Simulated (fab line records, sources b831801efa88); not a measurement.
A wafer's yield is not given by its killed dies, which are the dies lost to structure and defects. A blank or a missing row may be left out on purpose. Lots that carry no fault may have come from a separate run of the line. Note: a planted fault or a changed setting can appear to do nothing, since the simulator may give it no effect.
Matching of chambers + flow sfq-line + SFQ_TRILAYER_I2_VIA_BARC_OPEN_VIA_ETCH_096 on rie-diel-03: 4 sister chambers
The step etches BARC in O2, target depth 125 nm, time 41.7 s. 16 wafers are shown with their chamber, then 7 later ones without.

## WAFERS, EACH WITH ITS CHAMBER
| wafer  | chamber | drypump-motor-current-A (A) | oes-product-au (a.u.) |
|--------|---------|-----------------------------|-----------------------|
| L718.2 | 1       | 5.6                         | 0.684                 |
| L718.5 | 0       | 6.4                         | 0.683                 |
| L718.6 | 1       | 5.5                         | 0.679                 |
| L720.1 | 2       | 5.5                         | 0.698                 |
| L720.2 | 1       | 5.6                         | 0.680                 |
| L720.3 | 0       | 6.3                         | 0.684                 |
| L723.1 | 0       | 6.3                         | 0.680                 |
| L723.3 | 3       | 5.7                         | 0.683                 |
| L723.6 | 2       | 5.4                         | 0.683                 |
| L724.1 | 3       | 5.7                         | 0.682                 |
| L724.5 | 1       | 5.6                         | 0.684                 |
| L724.6 | 2       | 5.4                         | 0.687                 |
| L727.1 | 1       | 5.6                         | 0.687                 |
| L727.3 | 0       | 6.4                         | 0.687                 |
| L727.5 | 3       | 5.7                         | 0.683                 |
| L728.2 | 0       | 6.3                         | 0.681                 |

SIGNATURES (means of the wafers above)
| reading                 | chamber 0 | chamber 1 | chamber 2 | chamber 3 | scatter within a chamber |
|-------------------------|-----------|-----------|-----------|-----------|--------------------------|
| drypump-motor-current-A | 6.340     | 5.580     | 5.433     | 5.700     | 0.0471                   |
| oes-product-au          | 0.68300   | 0.68280   | 0.68933   | 0.68267   | 0.00402                  |
Rule: a wafer lies at a distance from a chamber equal to the root of the sum of squares, over the readings, of (its reading less the chamber's mean, divided by the reading's scatter). If the next closest chamber is less than 2 further off than the closest, the wafer can't be placed; otherwise it belongs to the closest. The scatter: the root of (the sum of the squares of (reading less its chamber's mean) over the shown wafers, divided by (wafers less chambers)).

## WAFERS WITHOUT THEIR CHAMBER
| wafer  | drypump-motor-current-A (A) | oes-product-au (a.u.) |
|--------|-----------------------------|-----------------------|
| L728.3 | 5.8                         | 0.688                 |
| L728.6 | 5.4                         | 0.688                 |
| L730.1 | 5.4                         | 0.684                 |
| L730.5 | 5.4                         | 0.684                 |
| L730.6 | 5.7                         | 0.677                 |
| L737.2 | 5.6                         | 0.681                 |
| L737.5 | 5.4                         | 0.681                 |

## EACH ONE'S CHAMBER
| wafer  | from the rows above     | in truth |
|--------|-------------------------|----------|
| L728.3 | 3                       | 3        |
| L728.6 | 2                       | 2        |
| L730.1 | 2                       | 2        |
| L730.5 | 2                       | 2        |
| L730.6 | can't be placed: 3 or 1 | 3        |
| L737.2 | can't be placed: 1 or 3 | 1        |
| L737.5 | can't be placed: 2 or 1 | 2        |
Correctly placed: 4 of 7. From these rows, 3 cannot be placed; in 3 the true chamber is one of the candidates. Placed wrongly: 0.
